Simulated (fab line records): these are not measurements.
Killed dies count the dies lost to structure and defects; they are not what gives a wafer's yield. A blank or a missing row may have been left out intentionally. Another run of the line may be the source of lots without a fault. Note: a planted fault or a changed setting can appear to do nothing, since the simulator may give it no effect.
Matching of chambers + flow sfq-line + SFQ_TRILAYER_L0_CAP_PECVD_011 on pecvd-03 has 3 sister chambers
The step deposits SiO2 from SiH4/N2O, time 13.333 s, target thk 60 nm. 16 wafers are shown with their chamber, then 8 later ones without.

WAFERS PAIRED WITH THEIR CHAMBERS
| wafer  | chamber | throttle-valve-pct (%) | heater-power-outer-w (W) | heater-power-w (W) |
|--------|---------|------------------------|--------------------------|--------------------|
| L730.3 | 2       | 24.2                   | 30                       | 75                 |
| L730.4 | 2       | 24.0                   | 30                       | 74                 |
| L730.5 | 1       | 23.3                   | 38                       | 85                 |
| L733.3 | 0       | 22.8                   | 13                       | 58                 |
| L733.4 | 1       | 23.5                   | 32                       | 77                 |
| L733.6 | 0       | 22.8                   | 13                       | 59                 |
| L735.2 | 2       | 24.4                   | 34                       | 80                 |
| L735.3 | 0       | 22.6                   | 12                       | 57                 |
| L735.6 | 2       | 24.1                   | 34                       | 79                 |
| L736.1 | 0       | 22.8                   | 13                       | 59                 |
| L736.3 | 2       | 23.9                   | 36                       | 83                 |
| L736.6 | 1       | 23.5                   | 32                       | 80                 |
| L739.3 | 0       | 22.8                   | 17                       | 65                 |
| L739.5 | 0       | 22.9                   | 17                       | 65                 |
| L739.6 | 1       | 23.5                   | 40                       | 89                 |
| L740.2 | 1       | 23.6                   | 38                       | 87                 |

SIGNATURES, as means of the wafers listed above
| reading              | chamber 0 | chamber 1 | chamber 2 | scatter within a chamber |
|----------------------|-----------|-----------|-----------|--------------------------|
| throttle-valve-pct   | 22.783    | 23.480    | 24.120    | 0.137                    |
| heater-power-outer-w | 14.17     | 36.00     | 32.80     | 2.9                      |
| heater-power-w       | 60.50     | 83.60     | 78.20     | 4.09                     |
Rule: a wafer's distance from a chamber is the root of the sum, over the readings, of the square of ((its reading less the chamber's mean) divided by the reading's scatter). If the next closest chamber is less than 2 further off than the closest, the wafer can't be placed; otherwise it belongs to the closest. The scatter: the root of (the sum of the squares of (reading less its chamber's mean) over the shown wafers, divided by (wafers less chambers)).

WAFERS WITH NO CHAMBER GIVEN
| wafer  | throttle-valve-pct (%) | heater-power-outer-w (W) | heater-power-w (W) |
|--------|------------------------|--------------------------|--------------------|
| L740.3 | 22.6                   | 17                       | 65                 |
| L740.4 | 23.8                   | 39                       | 86                 |
| L749.1 | 23.8                   | 34                       | 80                 |
| L749.3 | 24.9                   | 37                       | 82                 |
| L749.5 | 23.9                   | 35                       | 83                 |
| L750.1 | 23.6                   | 41                       | 90                 |
| L750.3 | 22.8                   | 10                       | 55                 |
| L750.4 | 23.0                   | 10                       | 57                 |

THE CHAMBER EACH PASSED THROUGH
| wafer  | from the rows above     | in truth |
|--------|-------------------------|----------|
| L740.3 | 0                       | 0        |
| L740.4 | can't be placed: 1 or 2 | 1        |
| L749.1 | can't be placed: 2 or 1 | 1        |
| L749.3 | 2                       | 2        |
| L749.5 | can't be placed: 2 or 1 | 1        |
| L750.1 | 1                       | 1        |
| L750.3 | 0                       | 0        |
| L750.4 | 0                       | 0        |
Correctly placed: 5 of 8. Can't be placed from these rows: 3 (the true chamber is among the candidates in 3). Wrongly placed: 0.
